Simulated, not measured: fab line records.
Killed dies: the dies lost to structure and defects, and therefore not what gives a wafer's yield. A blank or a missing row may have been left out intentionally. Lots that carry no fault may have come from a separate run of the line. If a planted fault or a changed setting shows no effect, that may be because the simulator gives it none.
Which tool did it? :: flow gf180mcu :: 39 wafers from 13 lots sampled at 5 of the route's 602 steps

== WHAT THE GAUGES READ, wafer by wafer ==
GF_VT_IMPLANT_OVL_MEAS_18.
lot: L839
measured: day 6 03:44
on: overlay-01
VT_IMPLANT_01_OVL (nm): 0.6 0.9 0.1

lot: L841
measured: day 6 19:48
on: overlay-01
VT_IMPLANT_01_OVL (nm): 3.6 3.8 2.5

lot: L842
measured: day 7 04:28
on: overlay-02
VT_IMPLANT_01_OVL (nm): 1.2 0.9 4.7

lot: L843
measured: day 7 12:03
on: overlay-01
VT_IMPLANT_01_OVL (nm): 0.0 -2.2 0.1

lot: L844
measured: day 7 15:43
on: overlay-01
VT_IMPLANT_01_OVL (nm): -0.1 -0.5 0.2

lot: L845
measured: day 7 21:26
on: overlay-02
VT_IMPLANT_01_OVL (nm): 0.1 -1.5 -0.5

lot: L846
measured: day 8 08:15
on: overlay-02
VT_IMPLANT_01_OVL (nm): 1.1 2.3 0.6

lot: L853
measured: day 9 20:58
on: overlay-01
VT_IMPLANT_01_OVL (nm): -0.1 1.4 -0.4

lot: L855
measured: day 10 11:31
on: overlay-01
VT_IMPLANT_01_OVL (nm): 0.0 0.4 -1.0

lot: L856
measured: day 10 17:27
on: overlay-01
VT_IMPLANT_01_OVL (nm): -0.2 1.1 1.5

lot: L857
measured: day 11 00:50
on: overlay-02
VT_IMPLANT_01_OVL (nm): 1.0 1.5 1.4

lot: L860
measured: day 11 19:17
on: overlay-02
VT_IMPLANT_01_OVL (nm): -0.8 1.3 1.4

lot: L861
measured: day 12 00:23
on: overlay-02
VT_IMPLANT_01_OVL (nm): 0.2 1.6 1.5

GF_HV_LDD_TW_MEAS_50.
lot: L839
measured: day 12 02:53
on: filmMetro-01
HV_LDD_4_TW: 556 557 552

lot: L841
measured: day 13 03:19
on: filmMetro-03
HV_LDD_4_TW: 567 566 566

lot: L842
measured: day 13 14:33
on: filmMetro-03
HV_LDD_4_TW: 567 566 567

lot: L843
measured: day 13 19:11
on: filmMetro-03
HV_LDD_4_TW: 565 565 565

lot: L844
measured: day 14 05:28
on: filmMetro-03
HV_LDD_4_TW: 567 569 567

lot: L845
measured: day 14 12:55
on: filmMetro-02
HV_LDD_4_TW: 561 561 562

lot: L846
measured: day 15 00:39
on: filmMetro-03
HV_LDD_4_TW: 568 563 565

lot: L853
measured: day 17 00:04
on: filmMetro-03
HV_LDD_4_TW: 873 872 864

lot: L855
measured: day 17 20:52
on: filmMetro-01
HV_LDD_4_TW: 870 861 867

lot: L856
measured: day 18 01:41
on: filmMetro-02
HV_LDD_4_TW: 561 562 562

lot: L857
measured: day 18 13:59
on: filmMetro-02
HV_LDD_4_TW: 563 561 563

lot: L860
measured: day 19 14:25
on: filmMetro-03
HV_LDD_4_TW: 566 570 570

lot: L861
measured: day 19 18:56
on: filmMetro-01
HV_LDD_4_TW: 569 570 568

GF_PSD_CD_MEAS_07 targets a cd of 400 nm.
lot: L839
measured: day 13 22:54
on: cdSem-01
cdNm (nm): 405.1 404.3 403.8

lot: L841
measured: day 15 00:04
on: cdSem-02
cdNm (nm): 399.1 398.2 396.9

lot: L842
measured: day 15 11:25
on: cdSem-01
cdNm (nm): 398.5 399.0 397.0

lot: L843
measured: day 15 16:43
on: cdSem-01
cdNm (nm): 400.6 398.2 400.1

lot: L844
measured: day 16 03:44
on: cdSem-02
cdNm (nm): 396.9 398.2 395.2

lot: L845
measured: day 16 11:11
on: cdSem-01
cdNm (nm): 401.7 401.7 404.2

lot: L846
measured: day 17 01:31
on: cdSem-02
cdNm (nm): 400.4 400.8 399.0

lot: L853
measured: day 19 02:44
on: cdSem-01
cdNm (nm): 399.8 399.6 398.7

lot: L855
measured: day 20 00:24
on: cdSem-02
cdNm (nm): 398.4 398.3 397.0

lot: L856
measured: day 20 05:45
on: cdSem-01
cdNm (nm): 406.8 406.3 404.2

lot: L857
measured: day 20 17:49
on: cdSem-01
cdNm (nm): 400.2 402.8 401.6

lot: L860
measured: day 21 17:41
on: cdSem-01
cdNm (nm): 398.9 398.1 399.3

lot: L861
measured: day 21 22:05
on: cdSem-01
cdNm (nm): 397.5 398.5 398.5

== TOOL THAT RAN EACH LOT (tool first, then ch and the chambers of the sampled wafers, then the start) ==
lot: L839
GF_HV_LDD_STRIP_37: plasmaAsher-03 ch 0,1, day 11 08:15
GF_HV_LDD_IMPLANT_48: implanter-01 ch 0, day 12 02:39

lot: L841
GF_HV_LDD_STRIP_37: plasmaAsher-03 ch 0,1, day 12 07:05
GF_HV_LDD_IMPLANT_48: implanter-02 ch 0, day 13 03:06

lot: L842
GF_HV_LDD_STRIP_37: plasmaAsher-01 ch 0,1, day 12 18:03
GF_HV_LDD_IMPLANT_48: implanter-01 ch 0, day 13 14:18

lot: L843
GF_HV_LDD_STRIP_37: plasmaAsher-03 ch 0,1, day 12 23:07
GF_HV_LDD_IMPLANT_48: implanter-02 ch 0, day 13 18:57

lot: L844
GF_HV_LDD_STRIP_37: plasmaAsher-01 ch 0,1, day 13 08:14
GF_HV_LDD_IMPLANT_48: implanter-01 ch 0, day 14 05:15

lot: L845
GF_HV_LDD_STRIP_37: plasmaAsher-01 ch 0,1, day 13 15:12
GF_HV_LDD_IMPLANT_48: implanter-02 ch 0, day 14 12:40

lot: L846
GF_HV_LDD_STRIP_37: plasmaAsher-03 ch 0,1, day 14 02:58
GF_HV_LDD_IMPLANT_48: implanter-02 ch 0, day 15 00:24

lot: L853
GF_HV_LDD_STRIP_37: plasmaAsher-04 ch 0,1, day 16 01:07
GF_HV_LDD_IMPLANT_48: implanter-02 ch 0, day 16 23:49

lot: L855
GF_HV_LDD_STRIP_37: plasmaAsher-01 ch 0,1, day 16 21:29
GF_HV_LDD_IMPLANT_48: implanter-02 ch 0, day 17 20:39

lot: L856
GF_HV_LDD_STRIP_37: plasmaAsher-04 ch 0,1, day 17 01:58
GF_HV_LDD_IMPLANT_48: implanter-03 ch 0, day 18 01:26

lot: L857
GF_HV_LDD_STRIP_37: plasmaAsher-03 ch 0,1, day 17 14:52
GF_HV_LDD_IMPLANT_48: implanter-03 ch 0, day 18 13:44

lot: L860
GF_HV_LDD_STRIP_37: plasmaAsher-04 ch 0,1, day 18 13:26
GF_HV_LDD_IMPLANT_48: implanter-03 ch 0, day 19 14:10

lot: L861
GF_HV_LDD_STRIP_37: plasmaAsher-01 ch 0,1, day 18 17:29
GF_HV_LDD_IMPLANT_48: implanter-03 ch 0, day 19 18:41
- GF_HV_LDD_STRIP_37: strips in O2/N2.
- GF_HV_LDD_IMPLANT_48

== AS READ BY THE TOOLS THEMSELVES (means over the sampled wafers that have a number; for cases with no such wafer, the mark the record gives instead) ==
GF_HV_LDD_STRIP_37.
lot: L839
tool: plasmaAsher-03
drypumpMotorCurrentA (A): 5.9
heaterPowerW (W): 338
oesProductAu (a.u.): 0.718
stripTimeToEndpointS (s): 12.68

lot: L841
tool: plasmaAsher-03
drypumpMotorCurrentA (A): 5.7
heaterPowerW (W): 347
oesProductAu (a.u.): 0.718
stripTimeToEndpointS (s): 12.70

lot: L842
tool: plasmaAsher-01
drypumpMotorCurrentA (A): 5.9
heaterPowerW (W): 321
oesProductAu (a.u.): 0.713
stripTimeToEndpointS (s): 12.70

lot: L843
tool: plasmaAsher-03
drypumpMotorCurrentA (A): 5.7
heaterPowerW (W): 351
oesProductAu (a.u.): 0.711
stripTimeToEndpointS (s): 12.60

lot: L844
tool: plasmaAsher-01
drypumpMotorCurrentA (A): 5.9
heaterPowerW (W): 319
oesProductAu (a.u.): 0.717
stripTimeToEndpointS (s): 12.60

lot: L845
tool: plasmaAsher-01
drypumpMotorCurrentA (A): 5.9
heaterPowerW (W): 320
oesProductAu (a.u.): 0.717
stripTimeToEndpointS (s): 12.67

lot: L846
tool: plasmaAsher-03
drypumpMotorCurrentA (A): 5.9
heaterPowerW (W): 337
oesProductAu (a.u.): 0.715
stripTimeToEndpointS (s): 12.66

lot: L853
tool: plasmaAsher-04
drypumpMotorCurrentA (A): 5.2
heaterPowerW (W): 309
oesProductAu (a.u.): 0.718
stripTimeToEndpointS (s): 12.65

lot: L855
tool: plasmaAsher-01
drypumpMotorCurrentA (A): 5.9
heaterPowerW (W): 321
oesProductAu (a.u.): 0.716
stripTimeToEndpointS (s): 12.68

lot: L856
tool: plasmaAsher-04
drypumpMotorCurrentA (A): 5.2
heaterPowerW (W): 306
oesProductAu (a.u.): 0.716
stripTimeToEndpointS (s): 12.60

lot: L857
tool: plasmaAsher-03
drypumpMotorCurrentA (A): 5.9
heaterPowerW (W): 340
oesProductAu (a.u.): 0.716
stripTimeToEndpointS (s): 12.62

lot: L860
tool: plasmaAsher-04
drypumpMotorCurrentA (A): 5.2
heaterPowerW (W): 313
oesProductAu (a.u.): 0.718
stripTimeToEndpointS (s): 12.66

lot: L861
tool: plasmaAsher-01
drypumpMotorCurrentA (A): 5.9
heaterPowerW (W): 321
oesProductAu (a.u.): 0.715
stripTimeToEndpointS (s): 12.66

GF_HV_LDD_IMPLANT_48.
lot: L839
tool: implanter-01
beamEnergyKeV: 25.000
doseIonsCm2: 3.001e+13
faradayCurrentUA: 169

lot: L841
tool: implanter-02
beamEnergyKeV: 25.006
doseIonsCm2: 3.000e+13
faradayCurrentUA: 169

lot: L842
tool: implanter-01
beamEnergyKeV: 24.995
doseIonsCm2: 2.996e+13
faradayCurrentUA: 166

lot: L843
tool: implanter-02
beamEnergyKeV: 24.999
doseIonsCm2: 2.994e+13
faradayCurrentUA: 169

lot: L844
tool: implanter-01
beamEnergyKeV: 25.005
doseIonsCm2: 3.000e+13
faradayCurrentUA: 167

lot: L845
tool: implanter-02
beamEnergyKeV: 24.998
doseIonsCm2: 2.998e+13
faradayCurrentUA: 168

lot: L846
tool: implanter-02
beamEnergyKeV: 25.002
doseIonsCm2: 3.003e+13
faradayCurrentUA: 169

lot: L853
tool: implanter-02
beamEnergyKeV: 24.996
doseIonsCm2: 1.150e+14
faradayCurrentUA: 640

lot: L855
tool: implanter-02
beamEnergyKeV: 24.995
doseIonsCm2: 1.150e+14
faradayCurrentUA: 657

lot: L856
tool: implanter-03
beamEnergyKeV: 24.996
doseIonsCm2: 2.996e+13
faradayCurrentUA: 168

lot: L857
tool: implanter-03
beamEnergyKeV: 25.011
doseIonsCm2: 3.000e+13
faradayCurrentUA: 170

lot: L860
tool: implanter-03
beamEnergyKeV: 24.994
doseIonsCm2: 2.998e+13
faradayCurrentUA: 171

lot: L861
tool: implanter-03
beamEnergyKeV: 24.999
doseIonsCm2: 3.000e+13
faradayCurrentUA: 169

== THE ANSWER, worked out from the rows above alone ==
Rule: the lots themselves supply what counts as usual. The widest of any qualifying gaps counts: lots, ordered by their means at a reading, are off when they make up no more than a third of the lots, leave a main group of 4 or more, and stand apart from it by 3 or more times the standard deviation of that group's means. If all means in a main group match to the digits the tables above print for the reading, that group is not used. Also off: a lot with no number at a reading for which 4 or more lots have one. Where the step has rows for the other lots, those lots are counted as sound. Order of review: gauges by route order, followed by the tools' own readings, for which a lot's mean as printed above is used. At the first step where some lot is off, the reading lying furthest off is the one used; lots without a number count as furthest.
Off: at GF_HV_LDD_TW_MEAS_50 (HV_LDD_4_TW), L853, L855. The main group: mean 564, standard deviation 3.9.
A tool fits if, at a process step before that reading, it ran every lot that is off, and no sound lot after the first of them. Not tried: the gauges at GF_HV_LDD_TW_MEAS_50; whatever is off there is also off at GF_HV_LDD_IMPLANT_48, on other tools, and gauge error can't account for it. One fits: GF_HV_LDD_IMPLANT_48 on implanter-02. Its last sound lot is L846 (day 15 00:24), its first lot that is off L853 (day 16 23:49): a fault that began between those two fits.
The tool's own readings at GF_HV_LDD_IMPLANT_48 bear it out: on the lots that are off they differ by more than 5 times the standard deviation of the sound lots' means. doseIonsCm2 reads 1.150e+14 there against 2.999e+13 on the sound lots; faradayCurrentUA reads 648 there against 169 on the sound lots.

== WHAT THE SIMULATOR HAD INSERTED ==
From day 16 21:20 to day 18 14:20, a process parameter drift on implanter-02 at GF_HV_LDD_IMPLANT_48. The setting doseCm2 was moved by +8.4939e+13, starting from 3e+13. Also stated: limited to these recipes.
Shown lots that were struck: L853, L855. The rule above reached the same finding.
